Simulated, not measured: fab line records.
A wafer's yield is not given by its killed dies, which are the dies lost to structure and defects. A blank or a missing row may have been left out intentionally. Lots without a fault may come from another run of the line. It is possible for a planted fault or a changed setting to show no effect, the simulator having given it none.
Struck lot and sound lot, side by side / flow sky130 / 41 out of 708 route steps
Sound: wafers L895.3, L895.5, L895.6. Struck: wafers L905.2, L905.3, L905.5. The cause is named last.
At each step with rows: each side's tool, then ch and its chambers, then its first start. Under that, the readings that differ: sound wafers / struck wafers / difference of the means / sigmas: that difference in standard deviations of wafers without a fault.
alike: words and numbers the same on both sides, and readings whose means are apart by under 2 such deviations; not compared: readings that were withheld, readings missing a value for some wafer, numbers with overlapping values and no deviation given by the record, and bounds like >300 which may hide the same value.
A row with sigmas, a row that says differs or no value, or rows on one side alone: a step with any of these is where the two part. Numbers that don't overlap but have no deviation are shown without sigmas and don't part them. A reading that every wafer of one side lacks parts them only if that side has two wafers or more.

first, 7 steps without rows for these wafers: SKY_METAL5_DEHYDRATE_07 (time 60 s); SKY_METAL5_HMDS_08 (prime time 60 s); SKY_METAL5_COAT_09 (resist thk 1800 nm); SKY_METAL5_SOFTBAKE_10 (time 60 s); SKY_METAL5_EXPOSE_11 (exposes mask MM5, target cd 1600 nm); SKY_METAL5_PEB_12; SKY_METAL5_DEVELOP_13 (develop time 60 s).
SKY_METAL5_DESCUM_14: chemistry O2, time 11 s.
  sound on rie metal-04 ch 0,1, day 45 15:48; struck on rie metal-01 ch 0, day 49 04:11
  alike: drypump motor current A, oes product au
  not compared: rf hours counter h
then, 4 steps without rows for these wafers: SKY_METAL5_METAL_ETCH_15 (etches the open film in Cl2/BCl3, stops on SiO2, target depth 1260 nm, time 252 s); SKY_METAL5_STRIP_16 (strips in O2/N2); SKY_METAL5_STRIP_17 (strips in post etch residue remover, time 1200 s); SKY_METAL5_CLEAN_18 (cleans in IPA, time 180 s).
SKY_METAL5_CLEAN_19: cleans in O3/DIW.
  sound on wet bench-02 ch 1, day 45 16:34; struck on wet bench-04 ch 1, day 49 04:57
SKY_PASSIVATION_CVD_00: deposits SiO2, target thk 90 nm.
  sound on pecvd-01 ch 0,1,2, day 45 16:39; struck on pecvd-03 ch 1,2, day 49 05:02
reading=heater power w (W); sound=531 547 585; struck=710 808 814; difference=+223; sigmas=+2
SKY_PASSIVATION_THK_MEAS_01:
  struck on film metro-03, day 49 05:04; sound on film metro-04, day 45 16:41
  alike: PASSIVATION_CVD_00_THK
SKY_PASSIVATION_CVD_02: deposits Si3N4, target thk 540 nm.
  sound on pecvd-03 ch 1,2, day 45 16:44; struck on pecvd-01 ch 0,2, day 49 05:07
  alike: heater power w
SKY_PASSIVATION_THK_MEAS_03:
  struck on film metro-03, day 49 05:21; sound on film metro-02, day 45 16:59
  alike: PASSIVATION_CVD_02_THK
then, 16 steps without rows for these wafers: SKY_PASSIVATION_DEHYDRATE_04 (time 60 s); SKY_PASSIVATION_HMDS_05 (prime time 60 s); SKY_PASSIVATION_COAT_06 (resist thk 3000 nm); SKY_PASSIVATION_SOFTBAKE_07; SKY_PASSIVATION_EXPOSE_08 (exposes mask NSM, target cd 3000 nm); SKY_PASSIVATION_PEB_09; SKY_PASSIVATION_DEVELOP_10 (develop time 60 s); SKY_PASSIVATION_ETCH_11 (etches the open film in CF4/O2, stops on AlCu, target depth 725 nm, time 161.1 s); SKY_PASSIVATION_STRIP_12 (strips in O2/N2); SKY_PAD_OPEN_DEHYDRATE_00 (time 60 s); SKY_PAD_OPEN_HMDS_01 (prime time 60 s); SKY_PAD_OPEN_COAT_02 (resist thk 2984 nm); SKY_PAD_OPEN_SOFTBAKE_03; SKY_PAD_OPEN_EXPOSE_04 (exposes mask PDM, target cd 60000 nm); SKY_PAD_OPEN_PEB_05; SKY_PAD_OPEN_DEVELOP_06 (develop time 60 s).
SKY_PAD_OPEN_ETCH_07: etches the open film in CF4/O2, stops on AlCu, target depth 725 nm, time 161.1 s.
  sound on rie diel-01 ch 0,2,3, day 47 10:11; struck on rie diel-04 ch 1,2, day 50 16:02
  alike: cf4 flow sccm, drypump motor current A, oes product au, throttle valve pct
  not compared: rf hours counter h
SKY_PAD_OPEN_STRIP_08: strips in O2/N2.
  sound on plasma asher-02 ch 0,1, day 47 10:20; struck on plasma asher-02 ch 0,1, day 50 16:08
  alike: drypump motor current A, oes product au, strip time to endpoint s
  not compared: rf hours counter h
then, 4 steps without rows for these wafers: SKY_PAD_OPEN_STRIP_09 (strips in post etch residue remover, time 1200 s); SKY_PAD_OPEN_CLEAN_10 (cleans in IPA, time 180 s); SKY_PAD_OPEN_CLEAN_11 (cleans in O3/DIW); SKY_PAD_OPEN_ANNEAL_12.
SKY_PAD_OPEN_BOW_MEAS_13:
  struck on film metro-01, day 50 18:16; sound on film metro-04, day 47 12:29
  alike: PAD_OPEN_BOW
SKY_PAD_OPEN_PROBE_99:
  struck on prober-02, day 50 18:25; sound on prober-01, day 47 12:40
reading=defect limited yield (%); sound=80.1 79.7 82.9; struck=75.6 78.7 77.8; difference=-3.5; sigmas=-2
reading=killed_at_M4_up; sound=2 6 4; struck=50 39 42; difference=+40; sigmas=+23
reading=killed at contacts; sound=41 28 28; struck=23 21 12; difference=-14; sigmas=-3
reading=killed dies; sound=98 100 84; struck=120 105 109; difference=+17; sigmas=+2
reading=sort_bin_5_function (%); sound=11.6 11.2 10.0; struck=15.7 14.0 15.2; difference=+4.0; sigmas=+3
reading=sort n pass; sound=394 392 408; struck=372 387 383; difference=-17; sigmas=-2
reading=sort yield pct (%); sound=80.1 79.7 82.9; struck=75.6 78.7 77.8; difference=-3.5; sigmas=-2
reading=model.etest.tester.sort n pass; sound=394 392 408; struck=372 387 383; difference=-17; sigmas=
reading=model.etest.tester.sort yield pct (%); sound=80.08 79.67 82.93; struck=75.61 78.66 77.85; difference=-3.52; sigmas=
reading=model.etest.tester.sort_bin_5_pct (%); sound=11.59 11.18 9.959; struck=15.65 14.02 15.24; difference=+4.06; sigmas=
  alike: killed_at_M0_to_M3, killed at front end, killed at other, killed on rim, killed open, killed short, sort_bin_3_pad_short, sort_bin_6_memory
  not compared: model.etest.tester.sort_bin_3_pct

## WHERE THEY PART
First at SKY_PASSIVATION_CVD_00; last, within this record, at SKY_PAD_OPEN_PROBE_99.

WHY: the cause the simulator had injected
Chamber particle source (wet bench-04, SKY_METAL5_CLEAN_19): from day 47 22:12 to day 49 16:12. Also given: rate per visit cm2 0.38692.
